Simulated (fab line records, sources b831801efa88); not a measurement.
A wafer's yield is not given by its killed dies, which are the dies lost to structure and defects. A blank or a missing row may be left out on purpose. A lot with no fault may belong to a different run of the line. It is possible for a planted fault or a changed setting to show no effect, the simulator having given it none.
2 desks looking at one fault -- flow gf180mcu -- what lay behind the numbers comes last; until then each desk has only its own

THE METROLOGY DESK
Lot by lot, what the gauges showed, no matter which tool ran the lot: averages of those sampled wafers that carry a number. The brackets show how far a lot's mean lies from the usual mean; more than 4 standard deviations puts the lot out of limits, marked OUT.
Columns: A = V1_OVL at GF_V1_OVL_MEAS_15, usual 7 nm; B = V1_W_RS at GF_V1_RS_MEAS_24, usual 0.330 ohm/sq; C = V1_W_THK at GF_V1_THK_MEAS_25, usual 367 nm
lot,first seen here,A,B,C
L841,day 20 00:23,9,0.334,362
L848,day 22 11:56,5,0.333,359
L851,day 23 06:53,2,0.328,363
L852,day 23 16:41,12,0.330,368
L853,day 23 22:41,1,0.329,360
L860,day 26 01:02,5,0.331,366
This desk's finding: nothing out of limits on any of the 6 lots.

AT THE TOOL OWNER'S DESK: pvdSputter-02
The tool's own readings at GF_M2_SPUTTER_00 (material Ti, target thk 37.5 nm, time 150 s): means of the sampled wafers that have a number, for each lot that ran on this tool. The brackets show how far a lot's mean lies from the usual mean; more than 4 standard deviations puts the lot out of limits, marked OUT.
Columns: A = chamberPressurePa at GF_M2_SPUTTER_00, usual 2.001 Pa; B = throttleValvePct at GF_M2_SPUTTER_00, usual 30.2 %
lot,first seen here,A,B
L848,day 22 13:21,2.001,29.4
L852,day 23 18:06,1.422 (-99 or more) OUT,36.6 (+5.8) OUT
L853,day 24 00:05,1.420 (-99 or more) OUT,36.4 (+5.7) OUT
This desk finds L852, L853 out of limits, L852 being first, at day 23 18:06 (chamberPressurePa at GF_M2_SPUTTER_00). Within limits: L848.

BROUGHT TOGETHER
At day 23 18:06, on L852, L853, the tool owner's desk was in a position to raise an alarm.
At the metrology desk, nothing out of limits was observed.
The metrology desk has L852, L853 on record, within its limits.
Of the lots named, all ran GF_M2_SPUTTER_00 on pvdSputter-02.

WHAT HAD BEEN PUT IN BY THE SIMULATOR
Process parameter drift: pvdSputter-02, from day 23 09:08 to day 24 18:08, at GF_M2_SPUTTER_00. Setting chamberPressurePa, moved by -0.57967, from 2. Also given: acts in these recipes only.
Shown lots that were struck: L852, L853.
Time in hours from fault onset to the first out-of-limits reading at each desk: the tool owner's desk, 9.
